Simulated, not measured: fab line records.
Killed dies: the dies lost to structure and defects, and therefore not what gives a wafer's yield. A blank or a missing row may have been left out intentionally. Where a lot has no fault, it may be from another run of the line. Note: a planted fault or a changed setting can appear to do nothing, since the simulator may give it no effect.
Which tool was responsible?    flow gf180mcu    7 lots with 21 wafers sampled at 2 steps, on a route of 602 steps

## WHAT THE GAUGES SHOWED, per wafer
GF_V5_BOW_MEAS_05.
lot   measured      on            V5_BOW (um)
L413  day 26 16:55  filmMetro-02  130 133 129
L415  day 27 07:11  filmMetro-04  133 119 122
L419  day 29 03:26  filmMetro-04  119 114 112
L421  day 29 08:53  filmMetro-04  157 142 132
L425  day 30 12:29  filmMetro-02  144 137 134
L429  day 31 10:14  filmMetro-02  134 138 140
L434  day 32 16:45  filmMetro-02  140 156 140

## WHAT TOOL EACH LOT RAN ON (gives the tool, then ch and the chambers of the sampled wafers, and finally the start)
lot   GF_SALICIDE_WET_ETCH_07
L413  wetBench-02 ch 2, day 15 11:53
L415  wetBench-03 ch 1, day 16 03:57
L419  wetBench-02 ch 3, day 18 05:59
L421  wetBench-03 ch 2, day 18 15:16
L425  wetBench-02 ch 3, day 20 03:44
L429  wetBench-03 ch 3, day 21 08:47
L434  wetBench-01 ch 0, day 22 22:07
- GF_SALICIDE_WET_ETCH_07: etches the open film in SPM, target depth 120 nm.

## THE ANSWER, worked out from the rows above alone
Rule: what is usual is taken from the lots themselves. The widest of any qualifying gaps counts: lots, ordered by their means at a reading, are off when they make up no more than a third of the lots, leave a main group of 4 or more, and stand apart from it by 3 or more times the standard deviation of that group's means. If all means in a main group match to the digits the tables above print for the reading, that group is not used. A lot without any number at a reading at which 4 lots or more have one is off too. Any other lot the step has rows for is counted as sound.
No lot is off on any of the readings shown, so nothing can be concluded from this.

## WHAT THE SIMULATOR HAD INSERTED
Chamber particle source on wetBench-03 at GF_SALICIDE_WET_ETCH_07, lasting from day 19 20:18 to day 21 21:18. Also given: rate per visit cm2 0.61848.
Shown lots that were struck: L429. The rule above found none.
